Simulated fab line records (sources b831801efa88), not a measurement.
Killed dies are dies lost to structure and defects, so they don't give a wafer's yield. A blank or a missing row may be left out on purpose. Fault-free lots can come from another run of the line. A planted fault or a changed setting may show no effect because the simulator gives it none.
Which tool is to blame?	flow sky130	36 wafers sampled from 12 lots at 1 step of a route of 708

## WHAT EACH GAUGE READ, for each wafer
SKY_LDD_P_OVL_MEAS_08. Usual: LDD_P_OVL typically reads 0.1 nm, with standard deviation 1.4.
lot	measured	on	LDD_P_OVL (nm)	flag
L776	day 19 09:16	overlay-02	0.1 -0.8 0.3	
L777	day 19 16:18	overlay-01	-0.3 0.8 0.6	
L778	day 20 02:40	overlay-01	-0.2 -0.7 -1.0	
L785	day 22 22:59	overlay-01	-0.3 -0.4 -0.4	
L787	day 23 11:25	overlay-02	0.6 1.9 1.7	
L788	day 23 19:57	overlay-01	-0.5 -3.4 -1.3	
L789	day 24 10:41	overlay-01	1.8 -0.8 0.7	
L790	day 24 22:19	overlay-02	2.2 1.3 1.0	
L791	day 24 23:34	overlay-02	-0.4 -1.3 0.6	
L793	day 25 10:31	overlay-02	2.1 0.5 0.4	
L797	day 26 20:19	overlay-02	-0.2 1.3 0.0	
L798	day 27 01:16	overlay-01	-2.3 -0.8 -1.2	

## EACH LOT AND THE TOOL THAT RAN IT (in order: tool; ch and the chambers of the sampled wafers; start)
There is no process step in the record ahead of these readings.

## AS READ BY THE TOOLS THEMSELVES (means over the sampled wafers that have a number; for cases with no such wafer, the mark the record gives instead)
The record holds no such reading with a usual standard deviation.

## THE ANSWER, worked out from the rows above alone
Rule: a lot counts as off when the mean over its wafers that have a number is more than 3 standard deviations away from the usual mean. Also off: a lot with no number at a reading for which 4 or more lots have one. All remaining lots with rows at the step are treated as sound. After the gauges, taken in route order, come the tools' own readings; for these a lot's mean is taken, as printed above. The first step at which some lot is off is used, and at that step the reading that is off furthest; a lot without a number counts as furthest.
None of the lots is off at any reading shown; this tells nothing.

## WHAT THE SIMULATOR HAD INSERTED
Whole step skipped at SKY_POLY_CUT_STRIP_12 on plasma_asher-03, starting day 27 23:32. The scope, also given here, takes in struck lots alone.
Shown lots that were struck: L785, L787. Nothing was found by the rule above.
